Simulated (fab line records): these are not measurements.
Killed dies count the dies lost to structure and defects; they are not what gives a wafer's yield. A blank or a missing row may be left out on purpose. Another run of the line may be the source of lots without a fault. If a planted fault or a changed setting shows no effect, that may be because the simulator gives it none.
fab line records	flow sky130
[record] lots = 14	wafers = 42	last_day = 50
route steps=708 shown FIELD_ISO@14 LDD_LDN@296
lots that met no fault: from a run of the same line without faults
start_h: start of the lot's first displayed wafer, in hours after the record's first day	wait_h: hours elapsed since this lot's preceding step	" identical to the entry in the row above	L1.1+2: a row that stands for several wafers	- either no value or no given start	* or withheld: withheld	< > ~ a bound
route shown NAME@n: names a module that has steps shown in the file, with the first one's number in the route	usual: average and standard deviation across the fault-free wafers	same: alike in all rows	chamber/n: place in a boat	sites: the reading at each site	_std_site: the standard deviation of these	_edge_site: mean of outer sites minus mean of inner sites	radius_mm: for every site, how far away it sits from the centre of the wafer	mask NAME#n: copy n	behind: the most recent tool/chamber to have shaped the wafer	hold: why the lot was held/for how many hours/how that ended	device: transistor that didn't switch, given as n, p or np	end of line: the same wafers' tests at the end of the route	step lacking rows: just its recipe	killed: count of dies lost to structure and defects at first sort (not the wafer's yield)	map: shows each die of a wafer: x if killed, . if not, _ if none is there
set.NAME: setting as actually run; set.NAME@STEP: the setting as run at that earlier step	model.NAME: the simulator's own value behind a step, which no gauge read
one table for each step of the route and one row for each wafer, over a sample of lots
services: when a tool's chamber went out of use (start_h, in hours from the record's first day, below 0 if earlier), for how many hours, and the reason
[[steps]]
[step SKY_FIELD_ISO_CD_MEAS_13]
[recipe] target_cd_nm = 150
[usual] cd_nm = 150.4/1.4
lot.wafer	tool	chamber	start_h	wait_h	cd_nm
L337.2	cd_sem-01	-	29.23	-	151.2
L337.5	"	-	"	"	151.8
L337.6	"	-	"	"	153.8
L338.1	cd_sem-02	-	33.91	-	149.7
L338.2	"	-	"	"	149.9
L338.3	"	-	"	"	151.1
L339.3	cd_sem-02	-	38.25	-	148.5
L339.4	"	-	"	"	148.7
L339.5	"	-	"	"	149.2
L340.1	cd_sem-01	-	43.36	-	150.1
L340.3	"	-	"	"	151.3
L340.4	"	-	"	"	152.0
L342.1	cd_sem-01	-	54.56	-	149.9
L342.2	"	-	"	"	150.4
L342.3	"	-	"	"	150.8
L343.1	cd_sem-01	-	59.76	-	152.6
L343.2	"	-	"	"	150.3
L343.6	"	-	"	"	150.4
L345.1	cd_sem-01	-	84.81	-	151.9
L345.4	"	-	"	"	150.8
L345.6	"	-	"	"	151.2
L346.1	cd_sem-01	-	85.71	-	151.6
L346.3	"	-	"	"	151.4
L346.5	"	-	"	"	151.2
L348.1	cd_sem-02	-	85.76	-	150.9
L348.4	"	-	"	"	150.2
L348.6	"	-	"	"	150.8
L352.4	cd_sem-01	-	105.72	-	147.0
L352.5	"	-	"	"	148.6
L352.6	"	-	"	"	148.1
L354.1	cd_sem-02	-	117.56	-	152.9
L354.2	"	-	"	"	150.5
L354.5	"	-	"	"	151.7
L358.2	cd_sem-02	-	137.68	-	150.8
L358.4	"	-	"	"	149.5
L358.5	"	-	"	"	150.6
L359.1	cd_sem-01	-	142.26	-	149.8
L359.3	"	-	"	"	150.2
L359.5	"	-	"	"	149.4
L360.2	cd_sem-02	-	148.38	-	151.1
L360.3	"	-	"	"	150.3
L360.6	"	-	"	"	150.2
[step SKY_FIELD_ISO_ETCH_14]
[recipe] chemistry = N2/H2	target = BARC	ion_energy_ev = 200	source_w = 500	bias_w = 100	pressure_mtorr = 30	n2_flow_sccm = 100	h2_flow_sccm = 200	stop_on = SiO2	time_s = 45.9	target_depth_a = 600
[usual] drypump_motor_current_A = 5.8/0.32	oes_product_au = 0.855/0.005	run_length_s = 74.1/0.47	throttle_valve_pct = 13.225/0.0098
lot.wafer	tool	chamber	start_h	wait_h	drypump_motor_current_A	oes_product_au	rf_hours_counter_h	run_length_s	throttle_valve_pct
L337.2	rie_diel-03	1	29.33	0.1	6.2	0.851	157	74.6	13.217
L337.5	"	0	"	"	5.1	0.854	-	73.7	13.238
L337.6	"	1	"	"	6.2	0.846	-	74.3	13.222
L338.1	rie_diel-03	0	34.03	0.1	5.1	0.857	44	74.1	13.233
L338.2	"	2	"	"	5.7	0.856	115	74.1	13.222
L338.3	"	1	"	"	6.2	0.849	157	74.4	13.244
L339.3	rie_diel-04	0	38.33	0.1	5.7	0.848	28	74.5	13.235
L339.4	"	3	"	"	5.6	0.848	-	73.7	13.216
L339.5	"	0	"	"	5.8	0.853	-	74.4	13.210
L340.1	rie_diel-03	1	43.48	0.1	6.2	0.861	157	74.8	13.243
L340.3	"	2	"	"	5.7	0.849	115	74.2	13.224
L340.4	"	0	"	"	5.1	0.855	44	73.5	13.232
L342.1	rie_diel-03	0	54.68	0.1	5.1	0.859	45	73.5	13.226
L342.2	"	2	"	"	5.7	0.852	115	74.0	13.226
L342.3	"	3	"	"	5.6	0.862	2	73.8	13.229
L343.1	rie_diel-01	1	59.88	0.1	5.8	0.845	104	73.4	13.211
L343.2	"	0	"	"	5.7	0.858	65	74.1	13.224
L343.6	"	3	"	"	5.3	0.853	-	74.4	13.226
L345.1	rie_diel-03	1	84.93	0.1	6.3	0.994	158	50.6	13.249
L345.4	"	0	"	"	5.1	1.000	45	49.4	13.228
L345.6	"	3	"	"	5.6	1.007	-	49.6	13.255
L346.1	rie_diel-01	2	85.83	0.1	6.1	0.854	25	74.4	13.234
L346.3	"	0	"	"	5.7	0.855	65	74.5	13.225
L346.5	"	1	"	"	5.9	0.863	-	73.5	13.226
L348.1	rie_diel-03	2	85.88	0.1	5.8	0.992	115	49.7	13.251
L348.4	"	1	"	"	6.2	1.011	158	49.9	13.223
L348.6	"	2	"	"	5.7	0.989	-	49.9	13.238
L352.4	rie_diel-04	0	105.78	0.0	5.7	0.846	29	74.8	13.232
L352.5	"	2	"	"	6.2	0.855	-	74.1	13.218
L352.6	"	3	"	"	5.7	0.851	-	74.1	13.222
L354.1	rie_diel-01	3	117.68	0.1	5.3	0.849	0	75.2	13.237
L354.2	"	1	"	"	5.8	0.857	105	73.1	13.231
L354.5	"	2	"	"	6.1	0.858	-	74.3	13.217
L358.2	rie_diel-04	1	137.78	0.1	6.1	0.857	134	75.1	13.223
L358.4	"	3	"	"	5.7	0.842	8	74.3	13.217
L358.5	"	0	"	"	5.7	0.849	-	74.8	13.224
L359.1	rie_diel-04	2	142.38	0.1	6.2	0.849	91	74.1	13.234
L359.3	"	1	"	"	6.1	0.852	134	74.9	13.220
L359.5	"	3	"	"	5.6	0.860	-	73.5	13.210
L360.2	rie_diel-03	3	148.48	0.1	5.6	0.861	4	74.3	13.235
L360.3	"	0	"	"	5.1	0.858	47	73.8	13.225
L360.6	"	3	"	"	5.6	0.855	-	73.8	13.219
[step SKY_FIELD_ISO_ETCH_15]
[recipe] chemistry = CHF3/O2	target_depth_nm = 180	stop_on = Si	source_w = 600	bias_w = 200	pressure_mtorr = 40	chf3_flow_sccm = 50	O2_flow_sccm = 5	time_s = 72
[usual] drypump_motor_current_A = 5.7/0.32	oes_product_au = 0.949/0.0063	run_length_s = 100.2/0.47	throttle_valve_pct = 8.847/0.0085
lot.wafer	tool	chamber	start_h	wait_h	drypump_motor_current_A	oes_product_au	rf_hours_counter_h	run_length_s	throttle_valve_pct
L337.2	rie_diel-03	1	29.38	0.0	6.2	0.951	157	100.8	8.837
L337.5	"	0	"	"	5.1	0.951	-	99.9	8.854
L337.6	"	1	"	"	6.2	0.954	-	100.5	8.846
L338.1	rie_diel-03	0	34.07	0.0	5.1	0.952	44	99.7	8.845
L338.2	"	2	"	"	5.7	0.945	115	99.9	8.856
L338.3	"	1	"	"	6.2	0.946	157	100.5	8.851
L339.3	rie_diel-04	0	38.37	0.0	5.7	0.957	28	100.8	8.847
L339.4	"	3	"	"	5.6	0.953	-	100.0	8.844
L339.5	"	0	"	"	5.7	0.945	-	100.7	8.847
L340.1	rie_diel-03	1	43.52	0.0	6.2	0.950	157	100.5	8.849
L340.3	"	2	"	"	5.7	0.950	115	100.5	8.853
L340.4	"	0	"	"	5.1	0.966	44	99.8	8.850
L342.1	rie_diel-03	0	54.72	0.0	5.1	0.944	45	99.5	8.835
L342.2	"	2	"	"	5.7	0.950	115	100.7	8.845
L342.3	"	3	"	"	5.6	0.952	2	100.3	8.854
L343.1	rie_diel-01	1	59.92	0.0	5.8	0.953	104	99.2	8.850
L343.2	"	0	"	"	5.7	0.954	65	100.3	8.856
L343.6	"	3	"	"	5.3	0.950	-	101.0	8.864
L345.1	rie_diel-03	1	84.97	0.0	6.2	0.374	158	100.3	8.682
L345.4	"	0	"	"	5.1	0.372	45	99.6	8.671
L345.6	"	3	"	"	5.6	0.380	-	100.4	8.685
L346.1	rie_diel-01	2	85.87	0.0	6.1	0.955	25	100.2	8.857
L346.3	"	0	"	"	5.7	0.948	65	100.7	8.851
L346.5	"	1	"	"	5.8	0.954	-	99.7	8.849
L348.1	rie_diel-03	2	85.93	0.0	5.7	0.364	115	100.5	8.680
L348.4	"	1	"	"	6.2	0.374	158	101.1	8.686
L348.6	"	2	"	"	5.7	0.378	-	100.4	8.671
L352.4	rie_diel-04	0	105.82	0.0	5.7	0.945	29	100.6	8.839
L352.5	"	2	"	"	6.2	0.938	-	100.0	8.840
L352.6	"	3	"	"	5.6	0.938	-	100.2	8.846
L354.1	rie_diel-01	3	117.72	0.0	5.3	0.951	0	100.4	8.846
L354.2	"	1	"	"	5.8	0.950	105	99.6	8.843
L354.5	"	2	"	"	6.1	0.956	-	100.5	8.856
L358.2	rie_diel-04	1	137.82	0.0	6.1	0.946	134	100.6	8.838
L358.4	"	3	"	"	5.7	0.958	8	99.6	8.832
L358.5	"	0	"	"	5.8	0.966	-	100.7	8.836
L359.1	rie_diel-04	2	142.42	0.0	6.2	0.946	91	100.4	8.849
L359.3	"	1	"	"	6.1	0.949	134	100.6	8.861
L359.5	"	3	"	"	5.7	0.947	-	100.2	8.831
L360.2	rie_diel-03	3	148.52	0.0	5.6	0.950	4	100.4	8.851
L360.3	"	0	"	"	5.1	0.950	47	99.6	8.840
L360.6	"	3	"	"	5.6	0.946	-	100.3	8.834
[step SKY_FIELD_ISO_STRIP_16]
[recipe] chemistry = O2/N2	power_w = 1400	pressure_mtorr = 1500	platen_temp_c = withheld	o2_flow_sccm = 3000	n2_flow_sccm = 300	overash_fraction = 0.5
[usual] drypump_motor_current_A = 5.4/0.43	oes_product_au = 0.378/0.0045	strip_time_to_endpoint_s = 3.55/0.037
lot.wafer	tool	chamber	start_h	wait_h	drypump_motor_current_A	oes_product_au	rf_hours_counter_h	strip_time_to_endpoint_s
L337.2	plasma_asher-04	0	29.43	0.0	5.2	0.385	37	3.57
L337.5	"	1	"	"	4.7	0.385	-	3.57
L337.6	"	0	"	"	5.2	0.380	-	3.58
L338.1	plasma_asher-01	0	34.12	0.0	5.4	0.382	31	3.55
L338.2	"	1	"	"	6.0	0.383	31	3.61
L338.3	"	0	"	"	5.4	0.378	-	3.56
L339.3	plasma_asher-04	1	38.46	0.1	4.7	0.379	-	3.57
L339.4	"	0	"	"	5.2	0.380	-	3.50
L339.5	"	1	"	"	4.7	0.373	-	3.52
L340.1	plasma_asher-04	1	43.58	0.0	4.7	0.378	39	3.54
L340.3	"	0	"	"	5.2	0.379	-	3.56
L340.4	"	1	"	"	4.7	0.376	-	3.51
L342.1	plasma_asher-02	0	54.77	0.0	5.5	0.371	41	3.53
L342.2	"	1	"	"	5.7	0.382	41	3.56
L342.3	"	1	"	"	5.7	0.382	-	3.49
L343.1	plasma_asher-01	0	59.98	0.0	5.5	0.376	33	3.59
L343.2	"	1	"	"	6.0	0.382	33	3.53
L343.6	"	0	"	"	5.4	0.378	-	3.52
L345.1	plasma_asher-01	0	85.02	0.0	5.4	0.387	35	3.78
L345.4	"	0	"	"	5.4	0.385	-	3.81
L345.6	"	0	"	"	5.5	0.385	-	3.75
L346.1	plasma_asher-04	0	85.93	0.0	5.2	0.380	43	3.54
L346.3	"	1	"	"	4.7	0.373	-	3.53
L346.5	"	0	"	"	5.2	0.383	-	3.58
L348.1	plasma_asher-01	0	85.98	0.0	5.4	0.395	35	3.85
L348.4	"	1	"	"	6.0	0.393	-	3.82
L348.6	"	0	"	"	5.4	0.392	-	3.85
L352.4	plasma_asher-04	1	105.91	0.1	4.7	0.387	-	3.59
L352.5	"	0	"	"	5.2	0.376	-	3.54
L352.6	"	1	"	"	4.7	0.382	-	3.52
L354.1	plasma_asher-04	1	117.78	0.0	4.7	0.384	0	3.56
L354.2	"	0	"	"	5.2	0.381	0	3.56
L354.5	"	0	"	"	5.2	0.374	-	3.51
L358.2	plasma_asher-04	0	137.87	0.0	5.2	0.376	2	3.54
L358.4	"	0	"	"	5.2	0.374	-	3.56
L358.5	"	0	"	"	5.2	0.373	-	3.57
L359.1	plasma_asher-04	1	142.48	0.0	4.7	0.382	3	3.55
L359.3	"	0	"	"	5.2	0.381	-	3.50
L359.5	"	0	"	"	5.2	0.376	-	3.54
L360.2	plasma_asher-01	0	148.58	0.0	5.4	0.374	42	3.56
L360.3	"	1	"	"	6.0	0.379	-	3.50
L360.6	"	1	"	"	6.0	0.377	-	3.57
[step SKY_FIELD_ISO_THK_MEAS_23]
[recipe] reads = SiO2_of_FIELD_ISO_OXIDATION_22
[usual] FIELD_ISO_OXIDATION_01_THK = 9.98/0.2
lot.wafer	tool	chamber	start_h	wait_h	FIELD_ISO_OXIDATION_01_THK[nm]
L337.2	film_metro-03	-	31.06	0.0	9.63
L337.5	"	-	"	"	9.60
L337.6	"	-	"	"	9.54
L338.1	film_metro-04	-	36.49	0.0	9.91
L338.2	"	-	"	"	9.90
L338.3	"	-	"	"	9.88
L339.3	film_metro-03	-	40.07	0.0	10.12
L339.4	"	-	"	"	10.17
L339.5	"	-	"	"	10.26
L340.1	film_metro-01	-	45.21	0.0	9.96
L340.3	"	-	"	"	9.73
L340.4	"	-	"	"	9.81
L342.1	film_metro-04	-	57.43	0.0	10.12
L342.2	"	-	"	"	10.13
L342.3	"	-	"	"	10.13
L343.1	film_metro-01	-	62.80	0.0	10.22
L343.2	"	-	"	"	10.19
L343.6	"	-	"	"	9.95
L345.1	film_metro-01	-	87.09	0.0	10.22
L345.4	"	-	"	"	10.28
L345.6	"	-	"	"	10.15
L346.1	film_metro-01	-	87.81	0.0	9.92
L346.3	"	-	"	"	9.77
L346.5	"	-	"	"	9.81
L348.1	film_metro-04	-	87.86	0.1	10.00
L348.4	"	-	"	"	9.71
L348.6	"	-	"	"	9.74
L352.4	film_metro-04	-	107.83	0.0	9.85
L352.5	"	-	"	"	9.84
L352.6	"	-	"	"	9.77
L354.1	film_metro-01	-	120.50	0.0	10.25
L354.2	"	-	"	"	10.17
L354.5	"	-	"	"	9.95
L358.2	film_metro-04	-	139.98	0.0	10.07
L358.4	"	-	"	"	10.09
L358.5	"	-	"	"	10.06
L359.1	film_metro-04	-	144.99	0.0	10.06
L359.3	"	-	"	"	9.95
L359.5	"	-	"	"	10.18
L360.2	film_metro-03	-	150.22	0.0	10.00
L360.3	"	-	"	"	10.15
L360.6	"	-	"	"	10.07
[step SKY_LDD_LDN_OVL_MEAS_07]
[usual] LDD_LDN_OVL = 0.3/1.3
lot.wafer	tool	chamber	start_h	wait_h	LDD_LDN_OVL[nm]
L337.2	overlay-01	-	517.36	0.1	-2.0
L337.5	"	-	"	"	0.0
L337.6	"	-	"	"	1.2
L338.1	overlay-01	-	521.81	0.1	-1.4
L338.2	"	-	"	"	-1.2
L338.3	"	-	"	"	0.6
L339.3	overlay-01	-	532.97	0.1	1.4
L339.4	"	-	"	"	0.8
L339.5	"	-	"	"	0.7
L340.1	overlay-01	-	543.91	0.1	-0.7
L340.3	"	-	"	"	-0.1
L340.4	"	-	"	"	1.3
L342.1	overlay-01	-	561.81	0.1	-0.2
L342.2	"	-	"	"	-2.3
L342.3	"	-	"	"	0.3
L343.1	overlay-01	-	570.56	0.1	-0.1
L343.2	"	-	"	"	-1.6
L343.6	"	-	"	"	-0.6
L346.1	overlay-01	-	620.21	0.1	0.2
L346.3	"	-	"	"	-1.4
L346.5	"	-	"	"	-0.6
L352.4	overlay-02	-	652.13	0.1	0.5
L352.5	"	-	"	"	0.5
L352.6	"	-	"	"	0.7
L354.1	overlay-02	-	662.60	0.1	0.2
L354.2	"	-	"	"	1.2
L354.5	"	-	"	"	1.3
L358.2	overlay-02	-	693.56	0.1	-0.1
L358.4	"	-	"	"	1.5
L358.5	"	-	"	"	2.1
L359.1	overlay-02	-	703.66	0.1	0.4
L359.3	"	-	"	"	1.4
L359.5	"	-	"	"	0.6
L360.2	overlay-01	-	715.36	0.1	-0.6
L360.3	"	-	"	"	1.9
L360.6	"	-	"	"	-0.7
[[services]]
tool	chamber	start_h	hours	kind
rie_diel-04	0	17.80	5.7	repair
rie_diel-03	3	20.23	4.3	repair
plasma_asher-04	-	22.24	6.1	repair
rie_diel-04	2	35.50	14.9	repair
plasma_asher-01	-	61.39	5.0	pm
rie_diel-01	-	75.92	4.3	pm
rie_diel-01	3	80.25	-	clean
rie_diel-01	3	80.25	20.9	scheduled_down
rie_diel-01	3	80.25	20.9	vent_cycle
rie_diel-03	2	97.31	17.3	repair
plasma_asher-04	-	108.75	9.0	pm
plasma_asher-04	0	108.75	9.0	vent_cycle
plasma_asher-04	1	108.75	9.0	vent_cycle
plasma_asher-04	-	117.11	0.5	repair
plasma_asher-04	0	117.75	-	clean
plasma_asher-04	1	117.75	-	clean
plasma_asher-02	-	129.45	13.3	pm
rie_diel-03	1	132.10	-	clean
rie_diel-03	1	132.10	25.0	scheduled_down
rie_diel-03	1	132.10	25.0	vent_cycle
rie_diel-01	-	141.07	0.4	repair
rie_diel-03	2	141.62	4.7	repair
plasma_asher-02	-	142.78	28.1	pm
[[key]]
[first_sign] step = SKY_FIELD_ISO_ETCH_14	reading = run_length_s	direction = down	sigmas = 52	usual = *	struck = *
[effect] step = SKY_FIELD_ISO_ETCH_14	reading = oes_product_au	direction = up	sigmas = 29	usual = 0.855	struck = 0.999
[effect] step = SKY_FIELD_ISO_ETCH_15	reading = oes_product_au	direction = down	sigmas = 91	usual = 0.949	struck = 0.373
[effect] step = SKY_FIELD_ISO_STRIP_16	reading = strip_time_to_endpoint_s	direction = up	sigmas = 6.9	usual = *	struck = *
met_at SKY_FIELD_ISO_ETCH_14
struck_lots L345,L348
later_rows_left_out L345.1,L345.4,L345.6,L348.1,L348.4,L348.6
sort_left_out L345.1,L345.4,L345.6,L348.1,L348.4,L348.6
tester_left_out L345,L348
not_acting_at SKY_FIELD_ISO_CD_MEAS_13,SKY_FIELD_ISO_THK_MEAS_23,SKY_LDD_LDN_OVL_MEAS_07
onset_between 54.68 84.93
[fault] kind = process_parameter_drift	tool = rie_diel-03	chamber = -	onset_h = 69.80	steps = SKY_FIELD_ISO_ETCH_14	channel = time_s	offset = *	shape = step	end_h = 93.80	acts_in = *	stated = *
// tester_left_out: of these lots the tester's yield and bins aren't shown, on N5 and GAA mostly nor the transistor test; their killed dies are dies lost to structure and defects alone, not to doping, threshold or leakage, so they don't give the yield
// sort_left_out: the simulated sort isn't trusted on such a fault, so these wafers' sort isn't shown, and their yield isn't known
// later_rows_left_out: the simulator's readings of these wafers behind a module that went badly wrong aren't trusted and aren't shown, but for the sort
